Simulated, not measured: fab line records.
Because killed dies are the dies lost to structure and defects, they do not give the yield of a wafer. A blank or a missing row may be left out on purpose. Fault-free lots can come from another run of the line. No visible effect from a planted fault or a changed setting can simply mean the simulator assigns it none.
Split-lot study -- flow gf180mcu -- route with 602 steps; 5 lots, 27 wafers read

THE SPLIT
At GF_M4_SPUTTER_01 (material TiN, target thk 30 nm, time 25 s), the setting time-s was moved away from the recipe's 25 s on 6 of the 27 wafers read, by -57.7% to +50.2%. This setting was run at the recipe's value on the other wafers.

Reading taken at the split's own step.

THE READING
TiN_of_M4_SPUTTER_01.thk-nm (the simulator's own value, which no gauge read), in nm, at GF_M4_SPUTTER_01 (material TiN, target thk 30 nm, time 25 s). There is no usual value for it anywhere in the file. Across the 21 wafers here that went through the recipe, the average is 29.89 nm and the standard deviation 0.26 nm.

wafer,"tool, chamber at the split","time-s as run, s",against the recipe,"TiN_of_M4_SPUTTER_01.thk-nm, nm",against lot-mates on the recipe
L075.1,"pvd-sputter-04, -",10.57,-57.7%,12.54,-17.32
L075.2,"pvd-sputter-04, -",10.57,-57.7%,12.44,-17.42
L075.3,"pvd-sputter-04, -",25,recipe,30,-
L075.4,"pvd-sputter-04, -",25,recipe,29.81,-
L075.5,"pvd-sputter-04, -",25,recipe,29.77,-
L075.6,"pvd-sputter-04, -",10.57,-57.7%,12.56,-17.30
L077.1,"pvd-sputter-01, -",25,recipe,29.5,-
L077.2,"pvd-sputter-01, -",25,recipe,29.47,-
L077.3,"pvd-sputter-01, -",25,recipe,29.71,-
L077.4,"pvd-sputter-01, -",25,recipe,29.95,-
L077.5,"pvd-sputter-01, -",25,recipe,29.77,-
L077.6,"pvd-sputter-01, -",25,recipe,29.53,-
L078.1,"pvd-sputter-04, -",25,recipe,29.67,-
L078.4,"pvd-sputter-04, -",25,recipe,29.56,-
L078.6,"pvd-sputter-04, -",25,recipe,29.6,-
L080.1,"pvd-sputter-01, -",37.55,+50.2%,45.49,+15.33
L080.2,"pvd-sputter-01, -",37.55,+50.2%,45.16,+15.00
L080.3,"pvd-sputter-01, -",37.55,+50.2%,44.95,+14.79
L080.4,"pvd-sputter-01, -",25,recipe,30.17,-
L080.5,"pvd-sputter-01, -",25,recipe,30.2,-
L080.6,"pvd-sputter-01, -",25,recipe,30.12,-
L085.1,"pvd-sputter-04, -",25,recipe,30.1,-
L085.3,"pvd-sputter-04, -",25,recipe,30.1,-
L085.2,"pvd-sputter-04, -",25,recipe,30.27,-
L085.4,"pvd-sputter-04, -",25,recipe,30.21,-
L085.5,"pvd-sputter-04, -",25,recipe,30.09,-
L085.6,"pvd-sputter-04, -",25,recipe,30.07,-

THE FIT
A straight line over all 27 wafers: TiN_of_M4_SPUTTER_01.thk-nm changes by +0.303 nm for each +1% of time-s; r = +1.00; the points scatter about the line by 0.26 nm.
The same after taking each lot's own level away (the mean of its wafers on the recipe; 27 wafers): +0.3 nm for each +1%; r = +1.00; scatter 0.13 nm.
That fit puts the effect of the largest move of time-s on the reading at 17 nm.
Across the lots, their own levels run from 29.610 to 30.163 nm, a range of 2.1 times the standard deviation given above.
Consequently the slope shifts little with the lot-to-lot level, the two slopes agreeing.
Check: for one of the wafers moved furthest among these (-57.7%), held out of the fit, the line's prediction against its lot-mates is -17.3 nm. It came out at -17.3 nm against them.

OTHER SPLITS APPLIED TO THESE WAFERS
Before the reading, these wafers also passed through other splits. Each is held against what the fit with the lots' levels taken away leaves over:
other split on the same wafers,wafers away from the commonest value,r with TiN_of_M4_SPUTTER_01.thk-nm (lot level and that fit taken away)
GF_STI_OXIDATION_01 ox-time-s,21,+0.02
GF_STI_ETCH_14 time-s,12,+0.30
GF_POLY_GATE_ETCH_13 time-s,9,-0.02
GF_CONTACT_SPUTTER_23 time-s,12,+0.00
GF_M2_SPUTTER_04 time-s,9,+0.14
GF_M3_SPUTTER_00 time-s,9,+0.04

THE FILE'S OWN FIT
TiN_of_M4_SPUTTER_01.thk-nm changes by +0.3 nm for each +1% of time-s, r = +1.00.
